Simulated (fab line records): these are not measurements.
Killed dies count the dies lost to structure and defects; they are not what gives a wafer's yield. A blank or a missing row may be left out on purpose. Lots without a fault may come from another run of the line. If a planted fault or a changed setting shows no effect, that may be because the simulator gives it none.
Struck lot and sound lot, side by side | flow sky130 | 15 steps out of a route of 708
Sound: wafers L988.1, L988.3, L988.4. Struck: wafer L100.2 (L100.3, L100.6, from the same lot, were not struck and are left out); the cause is given at the end.
Each step with rows lists, per side, the tool, then ch with its chambers, then its first start. Under that, the readings that differ: sound wafers | struck wafers | difference of the means | sigmas: that difference in standard deviations of wafers without a fault.
alike: words and numbers the same on both sides, and readings whose means are apart by under 2 such deviations; not compared: readings that were withheld, readings missing a value for some wafer, numbers with overlapping values and no deviation given by the record, and bounds like >300 which may hide the same value.
A row with sigmas, a row that says differs or no value, or rows on one side alone: a step with any of these is where the two part. Numbers that don't overlap but have no deviation are shown without sigmas and don't part them. A reading that every wafer of one side lacks parts them only if that side has two wafers or more.

SKY_SONOS_ONO_THK_MEAS_03:
  sound: film metro-02 at day 13 22:20; struck: film metro-02 at day 17 00:21
  alike: SONOS_ONO_CVD_02_THK
then, 1 step without rows for these wafers: SKY_SONOS_ONO_CVD_04 (deposits SiO2 from SiH4/N2O, target thk 5.7199 nm).
SKY_SONOS_ONO_THK_MEAS_05:
  sound: film metro-02 at day 13 23:39; struck: film metro-03 at day 17 01:40
  reading                   | sound          | struck | difference | sigmas
  SONOS_ONO_CVD_04_THK (nm) | 5.80 5.76 5.88 | 5.64   | -0.17      | -2
then, 7 steps without rows for these wafers: SKY_SONOS_ONO_DEHYDRATE_06 (time 60 s); SKY_SONOS_ONO_HMDS_07 (prime time 60 s); SKY_SONOS_ONO_COAT_08 (resist thk 1140 nm); SKY_SONOS_ONO_SOFTBAKE_09 (time 60 s); SKY_SONOS_ONO_EXPOSE_10 (exposes mask ONOM, target cd 410 nm); SKY_SONOS_ONO_PEB_11; SKY_SONOS_ONO_DEVELOP_12 (develop time 60 s).
SKY_SONOS_ONO_CD_MEAS_13: target cd 410 nm.
  sound: cd sem-01 at day 15 00:22; struck: cd sem-02 at day 18 05:32
  alike: cd nm
SKY_SONOS_ONO_OVL_MEAS_14:
  sound: overlay-01 at day 15 00:29; struck: overlay-01 at day 18 05:39
  alike: SONOS_ONO_OVL
SKY_SONOS_ONO_ETCH_15: etches the open film in CHF3/O2, target depth 19.52 nm, time 7.8 s.
  sound on rie diel-01 ch 0,1,2, day 15 00:31; struck on rie diel-01 ch 0, day 18 05:41
  reading                                        | sound             | struck | difference | sigmas
  oes product au (a.u.)                          | 1.017 1.001 0.987 | 0.781  | -0.221     | -22
  throttle valve pct (%)                         | 8.841 8.827 8.830 | 8.783  | -0.050     | -6
  model.etch.depth nm (nm)                       | 20.08 19.57 19.21 | 12.39  | -7.23      |
  model.SONOS_ONO.feature depth nm (nm)          | 20.08 19.57 19.21 | 12.39  | -7.23      |
  model.NOVOLAK_of_SONOS_ONO_COAT_08.thk nm (nm) | 1121 1120 1123    | 1129   | +8         |
  alike: drypump motor current A
  not compared: rf hours counter h
then, 1 step without rows for these wafers: SKY_SONOS_ONO_WET_ETCH_16 (etches SiO2 in dHF, target depth 14 nm, time 280 s).
-- here the record skips 31 days between the struck wafers' starts before and after, leaving off in module SONOS_ONO and picking up in module PAD_OPEN (first step shown: number 708 of the route) --
SKY_PAD_OPEN_PROBE_99:
  sound: prober-02 at day 47 14:05; struck: prober-01 at day 49 16:17
  reading                                | sound                         | struck    | difference | sigmas
  model.etest.nfet_16v.r on ohm um       | 1.421e+04 1.416e+04 1.422e+04 | 1.787e+04 | +3.673e+03 |
  model.etest.pfet_16v.r on ohm um       | 1.55e+04 1.518e+04 1.531e+04  | 1.676e+04 | +1.430e+03 |
  model.etest.pfet g5v0d10v5.r on ohm um | 4707 4820 4794                | 5437      | +663       |
  model.etest.nfet g5v0d10v5.r on ohm um | 1874 1894 1890                | 2439      | +553       |
  model.etest.nfet g5v0d10v5.drive ua um | 601.6 599.9 602.5             | 391.2     | -210.1     |
  model.etest.tip sonos.rs ohm sq        | 2586 2596 2572                | 3077      | +492       |
  model.etest.nfet_05v0_nvt.drive ua um  | 578.5 578.1 571.1             | 413.7     | -162.2     |
  model.etest.nfet_16v.drive ua um       | 220.8 219.8 220.1             | 128.2     | -92.0      |
  alike: killed_at_M0_to_M3, killed_at_M4_up, killed at contacts, killed at front end, killed at other, killed dies, killed open, killed short

== WHERE THEY PART ==
Last at SKY_SONOS_ONO_ETCH_15 as far as this record goes, first at SKY_SONOS_ONO_THK_MEAS_05. Later steps at which nothing parts them and some readings are alike: SKY_PAD_OPEN_PROBE_99.

WHY: what the simulator had put in
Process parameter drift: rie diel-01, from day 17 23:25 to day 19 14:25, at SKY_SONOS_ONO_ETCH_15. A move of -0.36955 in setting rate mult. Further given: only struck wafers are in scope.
